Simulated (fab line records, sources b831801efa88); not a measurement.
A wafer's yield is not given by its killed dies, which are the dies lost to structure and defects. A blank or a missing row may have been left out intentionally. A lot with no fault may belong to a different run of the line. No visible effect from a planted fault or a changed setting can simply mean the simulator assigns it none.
One fault through the eyes of 2 desks + flow sky130 + every desk sees just its own numbers, and what lay behind them comes last

## METROLOGY DESK
What the gauges read for every lot (on any tool): the sampled wafers with a number, averaged. Marked OUT: a lot whose mean sits more than 4 standard deviations from the usual mean, which makes it out of limits; the brackets give that distance.
Columns: A = VIA2_W_RS at SKY_VIA2_RS_MEAS_22, usual 0.272 ohm/sq
| lot  | first seen here | A     |
|------|-----------------|-------|
| L510 | day 36 08:46    | 0.269 |
| L513 | day 37 09:55    | 0.277 |
| L514 | day 37 22:57    | 0.268 |
| L516 | day 38 00:26    | 0.275 |
| L515 | day 38 01:10    | 0.275 |
| L519 | day 39 13:32    | 0.275 |
| L520 | day 39 21:11    | 0.270 |
| L521 | day 40 04:26    | 0.271 |
| L523 | day 40 11:09    | 0.272 |
| L525 | day 41 11:53    | 0.277 |
| L527 | day 42 03:01    | 0.275 |
| L526 | day 42 04:35    | 0.269 |
| L528 | day 42 05:13    | 0.268 |
This desk found nothing out of limits on any of the 13 lots.

## AT THE TOOL OWNER'S DESK: litho_track-02
The tool's own readings at SKY_CAPM_DEVELOP_11 (develop time 60 s): means of the sampled wafers that have a number, for each lot that ran on this tool. Marked OUT: a lot whose mean sits more than 4 standard deviations from the usual mean, which makes it out of limits; the brackets give that distance.
Columns: A = developer_temp_C at SKY_CAPM_DEVELOP_11, usual 23.00 C
| lot  | first seen here | A                |
|------|-----------------|------------------|
| L510 | day 37 11:17    | 22.91            |
| L515 | day 39 02:56    | 22.97            |
| L519 | day 40 15:02    | 22.82            |
| L523 | day 41 11:58    | 23.08            |
| L525 | day 42 12:10    | 24.01 (+10) OUT  |
| L527 | day 43 02:53    | 23.91 (+9.1) OUT |
| L528 | day 43 04:59    | 23.81 (+8.1) OUT |
This desk finds L525, L527, L528 out of limits, L525 being first, at day 42 12:10 (developer_temp_C at SKY_CAPM_DEVELOP_11). Within limits: L510, L515, L519, L523.

## BROUGHT TOGETHER
On L525, L527, L528, at day 42 12:10, an alarm was possible from the tool owner's desk.
The metrology desk saw nothing out of limits.
The metrology desk has L525, L527, L528 on record, within its limits.
Of the lots named, all ran SKY_CAPM_DEVELOP_11 on litho_track-02.

## WHAT THE SIMULATOR PUT IN
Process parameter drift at SKY_CAPM_DEVELOP_11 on litho_track-02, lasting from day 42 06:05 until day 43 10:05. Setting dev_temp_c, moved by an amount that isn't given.
Lots struck among those shown: L525, L527, L528.
Time in hours from fault onset to the first out-of-limits reading at each desk: the tool owner's desk, 6.
